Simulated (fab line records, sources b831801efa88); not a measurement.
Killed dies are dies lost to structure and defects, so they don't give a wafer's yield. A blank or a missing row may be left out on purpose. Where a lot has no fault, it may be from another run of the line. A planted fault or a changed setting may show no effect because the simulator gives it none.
Matching of chambers -- flow gf180mcu -- GF_STI_CMP_25 on cmp-01 has 4 sister chambers
The step polishes, stops on Si3N4, t overpolish 33 s, target thk 524.6 nm. 8 wafers are shown with their chamber, then 7 later ones without.

EACH WAFER AND ITS CHAMBER
wafer,chamber,motorCurrentA (A),timeToEndpointS (s)
L169.3,2,12.6,131
L176.3,1,11.0,133
L183.4,2,12.4,135
L183.5,3,11.6,122
L184.5,0,9.4,118
L184.6,1,10.6,129
L185.1,3,11.4,118
L185.2,0,9.5,117

WAFERS WITHOUT THEIR CHAMBER
wafer,motorCurrentA (A),timeToEndpointS (s)
L185.4,12.0,126
L191.1,11.1,131
L191.3,11.1,119
L191.5,9.8,121
L192.1,11.6,120
L192.2,12.2,134
L192.5,12.1,136

WHICH CHAMBER EACH WENT THROUGH
wafer,from the rows above,in truth
L185.4,can't be placed: 3 or 2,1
L191.1,1,1
L191.3,3,3
L191.5,0,0
L192.1,3,3
L192.2,2,2
L192.5,2,2
Placed correctly: 6 of 7. Not placeable from these rows: 1 (in 0, the candidates include the true chamber). Wrongly placed: 0.
How it was worked out, from the rows above alone: a wafer's distance from a chamber is the root of the sum, over the readings, of the square of ((its reading less the chamber's mean) divided by the reading's scatter). If the next closest chamber is less than 2 further off than the closest, the wafer can't be placed; otherwise it belongs to the closest. The mean given for a chamber averages the wafers shown for that chamber. The scatter: take each reading less its chamber's mean, square it, sum over the shown wafers, divide by the number of wafers less the number of chambers, and take the root.
